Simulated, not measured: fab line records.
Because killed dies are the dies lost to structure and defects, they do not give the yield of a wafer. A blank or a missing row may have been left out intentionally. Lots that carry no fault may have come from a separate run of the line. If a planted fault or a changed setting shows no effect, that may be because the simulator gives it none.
Matching of chambers :: flow sky130 :: rie_diel-01 running SKY_VIA3_ETCH_15: 4 sister chambers
The step etches SiO2 in C4F8/O2/Ar, stops on TiN, target depth 507 nm, time 78 s. 14 wafers are shown with their chamber, then 7 later ones without.

## WAFERS PAIRED WITH THEIR CHAMBERS
wafer: L077.1
chamber: 0
oes_product_au (a.u.): 0.950

wafer: L077.3
chamber: 1
oes_product_au (a.u.): 0.956

wafer: L077.5
chamber: 1
oes_product_au (a.u.): 0.947

wafer: L081.1
chamber: 0
oes_product_au (a.u.): 0.945

wafer: L081.4
chamber: 3
oes_product_au (a.u.): 0.947

wafer: L081.6
chamber: 0
oes_product_au (a.u.): 0.957

wafer: L082.2
chamber: 2
oes_product_au (a.u.): 0.941

wafer: L082.3
chamber: 0
oes_product_au (a.u.): 0.954

wafer: L082.5
chamber: 3
oes_product_au (a.u.): 0.948

wafer: L087.1
chamber: 0
oes_product_au (a.u.): 0.951

wafer: L087.5
chamber: 1
oes_product_au (a.u.): 0.942

wafer: L087.6
chamber: 0
oes_product_au (a.u.): 0.951

wafer: L089.1
chamber: 2
oes_product_au (a.u.): 0.953

wafer: L089.3
chamber: 1
oes_product_au (a.u.): 0.952

SIGNATURES (averages over the wafers above)
reading: oes_product_au
chamber 0: 0.95133
chamber 1: 0.94925
chamber 2: 0.94700
chamber 3: 0.94750
scatter within a chamber: 0.00514
Rule: a wafer's distance from a chamber is the root of the sum, over the readings, of the square of ((its reading less the chamber's mean) divided by the reading's scatter). If the next closest chamber is less than 2 further off than the closest, the wafer can't be placed; otherwise it belongs to the closest. The scatter: the root of (the sum of the squares of (reading less its chamber's mean) over the shown wafers, divided by (wafers less chambers)).

## WAFERS WITH NO CHAMBER GIVEN
wafer: L089.6
oes_product_au (a.u.): 0.947

wafer: L091.2
oes_product_au (a.u.): 0.957

wafer: L091.4
oes_product_au (a.u.): 0.946

wafer: L091.5
oes_product_au (a.u.): 0.946

wafer: L095.1
oes_product_au (a.u.): 0.952

wafer: L095.4
oes_product_au (a.u.): 0.957

wafer: L095.6
oes_product_au (a.u.): 0.952

## WHICH CHAMBER EACH WENT THROUGH
wafer: L089.6
from the rows above: can't be placed: 2 or 3 or 1 or 0
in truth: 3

wafer: L091.2
from the rows above: can't be placed: 0 or 1 or 3 or 2
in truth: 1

wafer: L091.4
from the rows above: can't be placed: 2 or 3 or 1 or 0
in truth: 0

wafer: L091.5
from the rows above: can't be placed: 2 or 3 or 1 or 0
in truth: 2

wafer: L095.1
from the rows above: can't be placed: 0 or 1 or 3 or 2
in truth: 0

wafer: L095.4
from the rows above: can't be placed: 0 or 1 or 3 or 2
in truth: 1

wafer: L095.6
from the rows above: can't be placed: 0 or 1 or 3 or 2
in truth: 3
0 of 7 placed correctly. These rows do not allow placing 7 (true chamber among the candidates in 7). Wrongly placed: 0.
